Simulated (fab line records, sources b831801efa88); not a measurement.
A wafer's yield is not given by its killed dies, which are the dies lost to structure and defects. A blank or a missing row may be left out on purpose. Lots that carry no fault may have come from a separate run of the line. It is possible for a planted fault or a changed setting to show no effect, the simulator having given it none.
The same fault as seen by 2 desks | flow sky130 | only its own numbers are on each desk; what lay behind them is given at the end

AT THE METROLOGY DESK
What the gauges read, lot by lot, whatever tool the lot ran on: means of the sampled wafers that have a number. The brackets show how far a lot's mean lies from the usual mean; more than 4 standard deviations puts the lot out of limits, marked OUT.
Columns: A = cd nm at SKY_FIELD_ISO_CD_MEAS_13, usual 150.1 nm
lot  | first seen here | A
L246 | day 3 06:19     | 150.6
L250 | day 4 05:03     | 149.5
L260 | day 6 07:19     | 148.1
L263 | day 7 01:21     | 149.2
L264 | day 7 06:51     | 147.9
Finding of this desk: none of the 5 lots has anything out of limits.

TOOL OWNER'S DESK, rie si-01
The tool's own readings at SKY_FIELD_ISO_ETCH_17 (etches Si in HBr/Cl2/O2, target depth 342 nm, time 97.7 s): means of the sampled wafers that have a number, for each lot that ran on this tool. The brackets show how far a lot's mean lies from the usual mean; more than 4 standard deviations puts the lot out of limits, marked OUT.
Columns: A = HBr_flow_sccm at SKY_FIELD_ISO_ETCH_17, usual 150.0 sccm; B = drypump motor current A at SKY_FIELD_ISO_ETCH_17, usual 6.2 A; C = oes product au at SKY_FIELD_ISO_ETCH_17, usual 1.003 a.u.; D = run length s at SKY_FIELD_ISO_ETCH_17, usual 126.2 s; E = throttle valve pct at SKY_FIELD_ISO_ETCH_17, usual 25.654 %
lot  | first seen here | A     | B   | C     | D                | E
L246 | day 3 06:37     | 149.7 | 6.3 | 0.993 | 126.3            | 25.659
L250 | day 4 05:22     | 150.1 | 6.2 | 1.009 | 122.9 (-8.0) OUT | 25.650
L263 | day 7 01:40     | 150.0 | 6.4 | 1.006 | 126.2            | 25.653
L264 | day 7 07:10     | 150.1 | 6.2 | 1.008 | 126.3            | 25.653
This desk's verdict: out of limits on L250, starting with L250 at day 4 05:22 (run length s at SKY_FIELD_ISO_ETCH_17). In limits: L246, L263, L264.

TAKEN TOGETHER
The tool owner's desk could have raised an alarm at day 4 05:22, on L250.
From the metrology desk's view, nothing was out of limits.
The metrology desk holds a record of L250, inside its limits.
Of the lots named, all ran SKY_FIELD_ISO_ETCH_17 on rie si-01.

WHAT WAS PUT IN BY THE SIMULATOR
rie si-01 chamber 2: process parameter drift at SKY_FIELD_ISO_ETCH_17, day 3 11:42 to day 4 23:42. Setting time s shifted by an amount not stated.
Lots struck among those shown: L250.
How many hours passed from the start of the fault until each desk's first out-of-limits reading: the tool owner's desk, 18.
